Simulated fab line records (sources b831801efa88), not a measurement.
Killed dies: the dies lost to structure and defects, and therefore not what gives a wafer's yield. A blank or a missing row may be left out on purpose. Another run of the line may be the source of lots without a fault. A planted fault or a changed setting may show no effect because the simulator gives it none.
fab line records ; flow sky130
record lots=7; wafers=20; last-day=50
route steps=708 shown CAPM@547 METAL3@555 PAD_OPEN@708
lots untouched by any fault: they come from a run of this same line in which no faults occurred
start-h: hours from the record's first day to the start of the lot's first wafer shown ; wait-h: hours from the lot's prior step to this one ; " same as the row above ; L1.1+2: a single row standing in for several wafers ; - no value, or no start was given ; * or withheld: withheld ; < > ~ a bound
route shown NAME@n: a module of which the file shows steps, and the number in the route of the first ; usual: mean and standard deviation over wafers with no fault ; same: alike in all rows ; chamber/n: place in a boat ; sites: the reading at each site ; _std_site: how widely they spread, as a standard deviation ; _edge_site: the outer-site mean with the inner-site mean subtracted ; radius-mm: for every site, how far away it sits from the centre of the wafer ; mask NAME#n: copy n ; behind: the most recent tool/chamber to have shaped the wafer ; hold: cause of the lot's hold/its duration in hours/its outcome ; device: the n, p or np transistor that did not switch ; end of line: tests run on the same wafers once the route is complete ; step lacking rows: just its recipe ; killed: at the first sort, the dies lost to defects and structure; wafer yield is something else ; map: shows each die of a wafer: x if killed, . if not, _ if none is there
set.NAME: the setting as run; set.NAME@STEP: as run at that earlier step ; model.NAME: the simulator's own value behind a step, which no gauge read
lots at selected steps of the route; one table per step, one row per wafer
services: from which hour (start-h, from the record's first day; less than 0 if before it) a tool's chamber was out of use, for how many hours, and why
## steps
# step SKY_CAPM_PEB_10
# recipe temp-c=withheld; time-s=*; resist=NOVOLAK
# step SKY_CAPM_DEVELOP_11
# recipe resist=NOVOLAK; developer=TMAH; develop-time-s=60; dev-temp-c=23
# step SKY_CAPM_OVL_MEAS_12
# usual CAPM_OVL=-0.3/1.1
lot.wafer;tool;chamber;start-h;wait-h;CAPM_OVL[nm]
L915.2;overlay-01;-;873.94;0.1;0.3
L915.3;overlay-01;-;873.94;0.1;-0.2
L915.4;overlay-01;-;873.94;0.1;1.6
L923.3;overlay-02;-;933.95;0.1;1.4
L923.5;overlay-02;-;933.95;0.1;-2.0
L923.6;overlay-02;-;933.95;0.1;-0.2
L925.2;overlay-01;-;946.25;0.1;0.8
L925.6;overlay-01;-;946.25;0.1;-0.3
L929.1;overlay-01;-;972.84;0.1;-0.3
L929.2;overlay-01;-;972.84;0.1;-1.8
L929.3;overlay-01;-;972.84;0.1;-1.0
L932.1;overlay-01;-;996.99;0.1;-1.3
L932.4;overlay-01;-;996.99;0.1;-1.5
L932.6;overlay-01;-;996.99;0.1;0.0
L935.1;overlay-02;-;1012.84;0.1;0.1
L935.4;overlay-02;-;1012.84;0.1;0.3
L935.6;overlay-02;-;1012.84;0.1;0.6
L938.3;overlay-01;-;1024.64;0.1;-0.8
L938.4;overlay-01;-;1024.64;0.1;1.1
L938.5;overlay-01;-;1024.64;0.1;1.0
# step SKY_CAPM_METAL_ETCH_13
# recipe target-depth-nm=220; stop-on=SiO2; chemistry=Cl2/BCl3; target=TiN; pressure-mtorr=10; icp-w=900; bias-w=48.5; Cl2_flow_sccm=60; bcl3-flow-sccm=30; time-s=62.9
# usual drypump-motor-current-A=5.6/0.44; oes-product-au=0.942/0.0067; throttle-valve-pct=21.901/0.01
lot.wafer;tool;chamber;start-h;wait-h;drypump-motor-current-A;oes-product-au;rf-hours-counter-h;throttle-valve-pct
L915.2;rie-metal-02;1;873.97;0.0;5.2;0.942;15;21.915
L915.3;rie-metal-02;0;873.97;0.0;5.8;0.937;-;21.905
L915.4;rie-metal-02;1;873.97;0.0;5.2;0.934;-;21.915
L923.3;rie-metal-02;0;934.03;0.1;5.8;0.936;-;21.888
L923.5;rie-metal-02;0;934.03;0.1;5.8;0.941;-;21.916
L923.6;rie-metal-02;0;934.03;0.1;5.8;0.934;-;21.898
L925.2;rie-metal-01;0;946.28;0.0;5.0;0.935;10;21.886
L925.6;rie-metal-01;0;946.28;0.0;4.9;0.934;-;21.899
L929.1;rie-metal-02;0;972.87;0.0;5.8;0.931;9;21.902
L929.2;rie-metal-02;1;972.87;0.0;5.2;0.936;1;21.915
L929.3;rie-metal-02;0;972.87;0.0;5.8;0.944;-;21.895
L932.1;rie-metal-02;1;997.02;0.0;5.2;0.952;3;21.887
L932.4;rie-metal-02;0;997.02;0.0;5.8;0.948;-;21.891
L932.6;rie-metal-02;1;997.02;0.0;5.2;0.946;-;21.903
L935.1;rie-metal-02;0;1012.88;0.0;5.8;0.953;12;21.915
L935.4;rie-metal-02;1;1012.88;0.0;5.2;0.946;-;21.896
L935.6;rie-metal-02;0;1012.88;0.0;5.8;0.946;-;21.886
L938.3;rie-metal-02;1;1024.69;0.0;5.2;0.941;-;21.901
L938.4;rie-metal-02;0;1024.69;0.0;5.8;0.943;-;21.890
L938.5;rie-metal-02;0;1024.69;0.0;5.8;0.937;-;21.913
# step SKY_CAPM_STRIP_14
# recipe chemistry=O2/N2; power-w=1400; pressure-mtorr=1500; platen-temp-c=withheld; o2-flow-sccm=3000; n2-flow-sccm=300; overash-fraction=0.5
# usual drypump-motor-current-A=5.2/0.41; oes-product-au=0.710/0.0041; strip-time-to-endpoint-s=12.66/0.044
lot.wafer;tool;chamber;start-h;wait-h;drypump-motor-current-A;oes-product-au;rf-hours-counter-h;strip-time-to-endpoint-s
L915.2;plasma-asher-01;1;874.05;0.1;5.7;0.713;13;12.61
L915.3;plasma-asher-01;1;874.05;0.1;5.7;0.712;-;12.63
L915.4;plasma-asher-01;0;874.05;0.1;5.9;0.708;-;12.57
L923.3;plasma-asher-04;0;934.16;0.1;5.4;0.704;-;12.68
L923.5;plasma-asher-04;1;934.16;0.1;5.3;0.702;-;12.71
L923.6;plasma-asher-04;0;934.16;0.1;5.4;0.711;-;12.70
L925.2;plasma-asher-01;1;946.35;0.1;5.7;0.708;20;12.54
L925.6;plasma-asher-01;0;946.35;0.1;5.9;0.716;-;12.62
L929.1;plasma-asher-02;1;972.95;0.1;4.8;0.708;110;12.66
L929.2;plasma-asher-02;0;972.95;0.1;4.8;0.704;110;12.62
L929.3;plasma-asher-02;1;972.95;0.1;4.8;0.712;-;12.65
L932.1;plasma-asher-01;1;997.10;0.1;5.7;0.716;25;12.64
L932.4;plasma-asher-01;0;997.10;0.1;5.9;0.714;-;12.66
L932.6;plasma-asher-01;1;997.10;0.1;5.7;0.708;-;12.63
L935.1;plasma-asher-02;0;1012.95;0.1;4.8;0.710;114;12.67
L935.4;plasma-asher-02;1;1012.95;0.1;4.8;0.707;-;12.64
L935.6;plasma-asher-02;0;1012.95;0.1;4.9;0.707;-;12.67
L938.3;plasma-asher-04;1;1024.77;0.1;5.3;0.715;-;12.69
L938.4;plasma-asher-04;0;1024.77;0.1;5.4;0.709;-;12.70
L938.5;plasma-asher-04;1;1024.77;0.1;5.3;0.708;-;12.71
# step SKY_CAPM_STRIP_15
# recipe chemistry=post-etch-residue-remover; time-s=1200; temp-c=72.5
# step SKY_CAPM_CLEAN_16
# recipe chemistry=IPA; time-s=180; temp-c=25
# step SKY_CAPM_CLEAN_17
# recipe chemistry=O3/DIW; dry=n2-spin
# step SKY_METAL3_DEHYDRATE_05
# recipe temp-c=200; time-s=60
# step SKY_METAL3_HMDS_06
# recipe prime-time-s=60; prime-temp-c=120
# step SKY_METAL3_COAT_07
# recipe resist=BARC; temp-c=withheld; time-s=withheld; spin-rpm=3000; resist-thk-nm=60
# step SKY_METAL3_COAT_08
# recipe resist=KrF-thick; spin-rpm=3000; resist-thk-nm=1140
# step SKY_METAL3_SOFTBAKE_09
# recipe temp-c=100; time-s=90; resist=KrF-thick
# usual heater-power-total-W=57.35/0.12; run-length-s=118.99/0.26
lot.wafer;tool;chamber;start-h;wait-h;heater-power-total-W;run-length-s
L915.2;litho-track-04;0;886;-;57.29;119.33
L915.3;litho-track-04;0;886;-;57.24;119.21
L915.4;litho-track-04;0;886;-;57.11;119.28
L923.3;litho-track-01;0;946;-;58.52;113.11
L923.5;litho-track-01;0;946;-;57.40;118.90
L923.6;litho-track-01;0;947;-;57.33;118.82
L925.2;litho-track-01;0;958;-;58.79;113.17
L925.6;litho-track-01;0;959;-;57.33;118.76
L929.1;litho-track-01;0;985;-;57.49;118.62
L929.2;litho-track-01;0;985;-;58.49;112.98
L929.3;litho-track-01;0;985;-;58.62;112.93
L932.1;litho-track-03;0;1009;-;57.28;119.18
L932.4;litho-track-03;0;1009;-;57.41;119.12
L932.6;litho-track-03;0;1009;-;57.24;119.21
L935.1;litho-track-04;0;1025;-;57.60;119.29
L935.4;litho-track-04;0;1025;-;57.27;119.31
L935.6;litho-track-04;0;1025;-;57.50;119.11
L938.3;litho-track-01;0;1037;-;57.36;118.72
L938.4;litho-track-01;0;1037;-;57.24;118.77
L938.5;litho-track-01;0;1037;-;57.38;118.78
# step SKY_METAL3_EXPOSE_10
# recipe mask-id=MM3; na=0.68; source-shape=annular; sigma-inner=0.4; sigma-outer=0.8; target-cd-nm=300; dose-mj=28
# step SKY_PAD_OPEN_PROBE_99
# usual defect-limited-yield=82.4/1.9; killed_at_M0_to_M3=43/7.5; killed_at_M4_up=3.3/1.9; killed-at-contacts=24/4.6; killed-at-front-end=16/4.9; killed-at-other=0.2/0.46; killed-dies=87/9.1; killed-open=47/7.4; killed-short=39/6.6; sort_bin_3_pad_short=0.9/0.43; sort_bin_5_function=10.3/1.4; sort_bin_6_memory=6.4/1.1; sort-n-pass=405/9.1; sort-yield-pct=82.4/1.9
# same gross-dies=492; killed-at-back-side=0; sort_bin_4_leakage[%]=0; sort_bin_8_speed[%]=0
lot.wafer;tool;chamber;start-h;wait-h;defect-limited-yield[%];killed_at_M0_to_M3;killed_at_M4_up;killed-at-contacts;killed-at-front-end;killed-at-other;killed-dies;killed-open;killed-short;sort_bin_3_pad_short[%];sort_bin_5_function[%];sort_bin_6_memory[%];sort-n-pass;sort-yield-pct[%]
L915.2;prober-01;-;1074.15;0.1;82.1;47;3;23;15;0;88;43;45;1.0;10.2;6.7;404;82.1
L915.3;prober-01;-;1074.20;0.2;80.9;42;4;35;13;0;94;56;38;0.8;10.8;7.5;398;80.9
L915.4;prober-01;-;1074.25;0.2;80.5;51;4;24;17;0;96;51;45;1.0;10.8;7.7;396;80.5
L923.3;prober-02;-;1122.65;0.2;85.0;37;1;18;18;0;74;39;34;0.6;8.5;5.9;418;85.0
L923.5;prober-02;-;1122.75;0.2;82.3;38;1;25;23;0;87;49;38;1.0;11.0;5.7;405;82.3
L923.6;prober-02;-;1122.80;0.2;82.9;38;2;24;20;0;84;47;37;0.8;9.6;6.7;408;82.9
L925.2;prober-02;-;1132.56;0.1;82.3;51;1;23;10;2;87;41;45;0.8;11.4;5.5;405;82.3
L925.6;prober-02;-;1132.76;0.2;83.3;37;4;20;21;0;82;37;44;0.8;9.3;6.5;410;83.3
L929.1;prober-02;-;1153.37;0.1;80.7;43;4;30;18;0;95;43;52;1.0;11.8;6.5;397;80.7
L929.2;prober-02;-;1153.42;0.1;79.9;45;4;22;28;0;99;65;33;0.8;12.6;6.7;393;79.9
L929.3;prober-02;-;1153.47;0.2;82.3;44;3;19;21;0;87;47;40;1.2;11.4;5.1;405;82.3
L932.1;prober-01;-;1170.63;0.1;82.9;49;3;23;9;0;84;44;40;0.8;9.3;6.9;408;82.9
L932.4;prober-01;-;1170.78;0.2;81.3;54;3;21;14;0;92;61;31;0.2;13.0;5.5;400;81.3
L932.6;prober-01;-;1170.88;0.2;79.7;48;4;28;20;0;100;38;62;0.2;11.8;8.3;392;79.7
L935.1;prober-01;-;1183.91;0.1;85.8;34;3;22;11;0;70;29;41;0.6;7.5;6.1;422;85.8
L935.4;prober-01;-;1184.06;0.2;82.9;32;4;33;15;0;84;46;38;2.0;9.6;5.5;408;82.9
L935.6;prober-01;-;1184.16;0.2;85.0;27;5;33;9;0;74;37;37;0.8;8.5;5.7;418;85.0
L938.3;prober-01;-;1190.40;0.2;85.6;29;2;25;15;0;71;32;39;1.4;7.7;5.3;421;85.6
L938.4;prober-01;-;1190.45;0.2;82.7;36;1;33;15;0;85;47;38;0.4;11.4;5.5;407;82.7
L938.5;prober-01;-;1190.50;0.2;82.7;37;7;28;13;0;85;40;44;1.6;10.0;5.7;407;82.7
# killed by level:class
L915.2 VIA1:geometric-particle:open=12 METAL1:geometric-particle:short=9 VIA1:geometric-particle:short=7 LI_CONTACT:geometric-particle:open=6 POLY_GATE:geometric-particle:open=5 LOCAL_INTERCONNECT:geometric-particle:short=5 CONTACT:geometric-particle:short=5 FIELD_ISO:geometric-particle:short=4
L915.3 CONTACT:geometric-particle:open=11 VIA1:geometric-particle:open=10 LI_CONTACT:geometric-particle:open=8 VIA2:geometric-particle:open=8 LI_CONTACT:geometric-particle:short=5 CONTACT:geometric-particle:short=5 VIA1:geometric-particle:short=5 VIA3:geometric-particle:open=5
L915.4 LI_CONTACT:geometric-particle:open=10 VIA2:geometric-particle:open=8 VIA1:geometric-particle:short=8 VIA1:geometric-particle:open=8 CONTACT:geometric-particle:open=7 VIA3:geometric-particle:short=6 VIA3:geometric-particle:open=5 FIELD_ISO:geometric-particle:short=4
L923.3 VIA1:geometric-particle:open=10 VIA2:geometric-particle:open=7 METAL2:geometric-particle:short=6 FIELD_ISO:geometric-particle:short=5 CONTACT:geometric-particle:open=5 VIA3:geometric-particle:open=5 POLY_GATE:geometric-particle:open=4 LOCAL_INTERCONNECT:geometric-particle:short=4
L923.5 VIA1:geometric-particle:open=10 CONTACT:geometric-particle:open=9 FIELD_ISO:geometric-particle:short=8 LI_CONTACT:geometric-particle:open=7 LOCAL_INTERCONNECT:geometric-particle:short=6 VIA3:geometric-particle:open=6 FIELD_ISO:geometric-particle:open=5 METAL1:geometric-particle:short=5
L923.6 FIELD_ISO:geometric-particle:open=8 LI_CONTACT:geometric-particle:open=7 METAL1:geometric-particle:short=7 VIA1:geometric-particle:open=7 POLY_GATE:geometric-particle:open=5 LOCAL_INTERCONNECT:geometric-particle:short=5 CONTACT:geometric-particle:open=5 VIA3:geometric-particle:open=5
L925.2 CONTACT:geometric-particle:open=13 VIA1:geometric-particle:open=11 VIA1:geometric-particle:short=8 VIA3:geometric-particle:short=6 METAL2:geometric-particle:short=5 VIA2:geometric-particle:short=5 CONTACT:geometric-particle:short=4 METAL1:geometric-particle:short=4
L925.6 METAL1:geometric-particle:short=8 VIA3:geometric-particle:open=7 CONTACT:geometric-particle:short=6 CONTACT:geometric-particle:open=6 VIA1:geometric-particle:open=6 FIELD_ISO:geometric-particle:open=5 POLY_GATE:geometric-particle:short=5 METAL2:geometric-particle:short=5
L929.1 CONTACT:geometric-particle:open=9 VIA1:geometric-particle:open=8 METAL1:geometric-particle:short=7 VIA3:geometric-particle:short=7 LI_CONTACT:geometric-particle:open=6 METAL2:geometric-particle:short=6 FIELD_ISO:geometric-particle:open=5 LOCAL_INTERCONNECT:geometric-particle:short=5
L929.2 VIA1:geometric-particle:open=11 FIELD_ISO:geometric-particle:open=9 LI_CONTACT:geometric-particle:open=8 CONTACT:geometric-particle:open=8 POLY_GATE:geometric-particle:open=7 VIA2:geometric-particle:open=7 VIA3:geometric-particle:open=6 METAL1:geometric-particle:short=5
L929.3 METAL2:geometric-particle:short=10 CONTACT:geometric-particle:open=9 VIA1:geometric-particle:open=9 FIELD_ISO:geometric-particle:open=8 VIA2:geometric-particle:open=7 FIELD_ISO:geometric-particle:short=5 POLY_GATE:geometric-particle:short=5 VIA3:geometric-particle:open=5
L932.1 VIA1:geometric-particle:open=14 CONTACT:geometric-particle:open=10 VIA1:geometric-particle:short=8 METAL2:geometric-particle:short=8 LI_CONTACT:geometric-particle:open=7 FIELD_ISO:geometric-particle:short=5 VIA3:geometric-particle:short=4 LOCAL_INTERCONNECT:geometric-particle:short=3
L932.4 VIA1:geometric-particle:open=21 CONTACT:geometric-particle:open=9 METAL2:geometric-particle:short=6 VIA3:geometric-particle:open=6 LI_CONTACT:geometric-particle:open=5 FIELD_ISO:geometric-particle:open=4 POLY_GATE:geometric-particle:open=4 LI_CONTACT:geometric-particle:short=4
L932.6 CONTACT:geometric-particle:short=15 VIA1:geometric-particle:open=9 VIA1:geometric-particle:short=7 FIELD_ISO:geometric-particle:short=6 METAL2:geometric-particle:short=6 LOCAL_INTERCONNECT:geometric-particle:short=5 METAL2:geometric-particle:open=5 LI_CONTACT:geometric-particle:open=4
L935.1 CONTACT:geometric-particle:open=9 METAL1:geometric-particle:short=6 CONTACT:geometric-particle:short=5 VIA1:geometric-particle:open=5 METAL2:geometric-particle:short=5 VIA3:geometric-particle:open=4 LOCAL_INTERCONNECT:geometric-particle:short=4 POLY_GATE:geometric-particle:short=3
L935.4 CONTACT:geometric-particle:open=15 VIA1:geometric-particle:open=8 LI_CONTACT:geometric-particle:open=7 CONTACT:geometric-particle:short=7 VIA3:geometric-particle:short=6 POLY_GATE:geometric-particle:short=5 METAL2:geometric-particle:short=5 METAL1:geometric-particle:short=4
L935.6 CONTACT:geometric-particle:open=11 LOCAL_INTERCONNECT:geometric-particle:short=7 METAL1:geometric-particle:short=6 FIELD_ISO:geometric-particle:open=4 LI_CONTACT:geometric-particle:short=4 LI_CONTACT:geometric-particle:open=4 CONTACT:geometric-particle:short=4 VIA1:geometric-particle:open=4
L938.3 CONTACT:geometric-particle:open=11 FIELD_ISO:geometric-particle:short=7 VIA1:geometric-particle:open=6 LI_CONTACT:geometric-particle:open=5 CONTACT:geometric-particle:short=5 VIA1:geometric-particle:short=4 LOCAL_INTERCONNECT:geometric-particle:short=4 METAL1:geometric-particle:short=4
L938.4 CONTACT:geometric-particle:open=11 VIA1:geometric-particle:open=11 FIELD_ISO:geometric-particle:open=7 LI_CONTACT:geometric-particle:open=7 LOCAL_INTERCONNECT:geometric-particle:short=5 CONTACT:geometric-particle:short=5 VIA2:geometric-particle:short=5 VIA1:geometric-particle:short=4
L938.5 CONTACT:geometric-particle:open=9 METAL1:geometric-particle:short=7 VIA1:geometric-particle:open=6 METAL4:geometric-particle:short=6 LI_CONTACT:geometric-particle:open=5 LOCAL_INTERCONNECT:geometric-particle:short=5 CONTACT:geometric-particle:short=5 VIA3:geometric-particle:open=5
## services
tool;chamber;start-h;hours;kind
rie-metal-01;1;860.93;-;clean
rie-metal-01;1;860.93;18.2;scheduled-down
rie-metal-01;1;860.93;18.2;vent-cycle
rie-metal-01;0;877.50;3.4;repair
rie-metal-01;-;883.99;6.0;repair
plasma-asher-04;-;889.64;0.5;repair
rie-metal-02;1;927.69;-;clean
rie-metal-02;1;927.69;17.4;scheduled-down
rie-metal-02;1;927.69;17.4;vent-cycle
plasma-asher-01;-;964.92;2.0;repair
plasma-asher-01;-;1018.81;2.8;pm
## key
first-sign step=SKY_METAL3_SOFTBAKE_09; reading=run-length-s; direction=down; sigmas=23; usual=*; struck=*
effect step=SKY_METAL3_SOFTBAKE_09; reading=heater-power-total-W; direction=up; sigmas=10; usual=*; struck=*
met-at SKY_METAL3_SOFTBAKE_09
struck-wafers L923.3,L925.2,L929.2,L929.3
fault kind=process-parameter-drift; tool=litho-track-01; chamber=-; onset-h=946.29; steps=SKY_METAL3_SOFTBAKE_09; channel=time-s; offset=*; shape=step; end-h=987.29; scope=struck-wafers-only; acts-in=*; stated=*
